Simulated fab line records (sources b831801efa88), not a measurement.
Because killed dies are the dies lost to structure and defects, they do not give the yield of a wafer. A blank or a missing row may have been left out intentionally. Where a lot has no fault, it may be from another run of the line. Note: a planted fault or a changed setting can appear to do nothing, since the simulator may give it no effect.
Matching of chambers | flow gf180mcu | 4 sister chambers for GF_CONTACT_CMP_27 on cmp-02
The step polishes, stops on SiO2, t overpolish 15 s, target thk 0 nm. 14 wafers are shown with their chamber, then 7 later ones without.

## WAFERS, EACH WITH ITS CHAMBER
wafer  | chamber | time to endpoint s (s) | motor current A (A)
L464.1 | 3       | 70                     | 11.3
L464.4 | 0       | 74                     | 12.0
L464.5 | 1       | 74                     | 10.4
L477.3 | 2       | 81                     | 11.5
L477.5 | 1       | 80                     | 10.9
L477.6 | 2       | 82                     | 11.6
L478.1 | 3       | 73                     | 11.3
L478.2 | 1       | 76                     | 10.6
L478.4 | 2       | 80                     | 11.2
L480.1 | 0       | 76                     | 11.3
L480.2 | 2       | 80                     | 11.9
L480.6 | 0       | 79                     | 11.1
L481.2 | 3       | 70                     | 11.9
L481.4 | 0       | 77                     | 11.5

SIGNATURES (averages over the wafers above)
reading            | chamber 0 | chamber 1 | chamber 2 | chamber 3 | scatter within a chamber
time to endpoint s | 76.50     | 76.67     | 80.75     | 71.00     | 2.01
motor current A    | 11.475    | 10.633    | 11.550    | 11.500    | 0.326
Rule: for a wafer and a chamber, the distance is found by dividing, reading by reading, the gap between the wafer's reading and the chamber's mean by the reading's scatter, squaring, summing and taking the root. If the next closest chamber is less than 2 further off than the closest, the wafer can't be placed; otherwise it belongs to the closest. The scatter: the root of (the sum of the squares of (reading less its chamber's mean) over the shown wafers, divided by (wafers less chambers)).

## WAFERS MISSING THEIR CHAMBER
wafer  | time to endpoint s (s) | motor current A (A)
L481.5 | 76                     | 10.2
L482.3 | 73                     | 10.7
L482.4 | 75                     | 10.6
L482.6 | 72                     | 10.9
L483.1 | 71                     | 10.7
L483.2 | 76                     | 11.6
L483.6 | 74                     | 11.1

## EACH ONE'S CHAMBER
wafer  | from the rows above               | in truth
L481.5 | 1                                 | 1
L482.3 | can't be placed: 1 or 3 or 0      | 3
L482.4 | can't be placed: 1 or 0           | 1
L482.6 | can't be placed: 3 or 1 or 0      | 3
L483.1 | can't be placed: 3 or 1 or 0      | 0
L483.2 | can't be placed: 0 or 2           | 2
L483.6 | can't be placed: 0 or 3 or 1 or 2 | 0
Placed correctly: 1 of 7. From these rows, 6 cannot be placed; in 6 the true chamber is one of the candidates. Placed wrongly: 0.
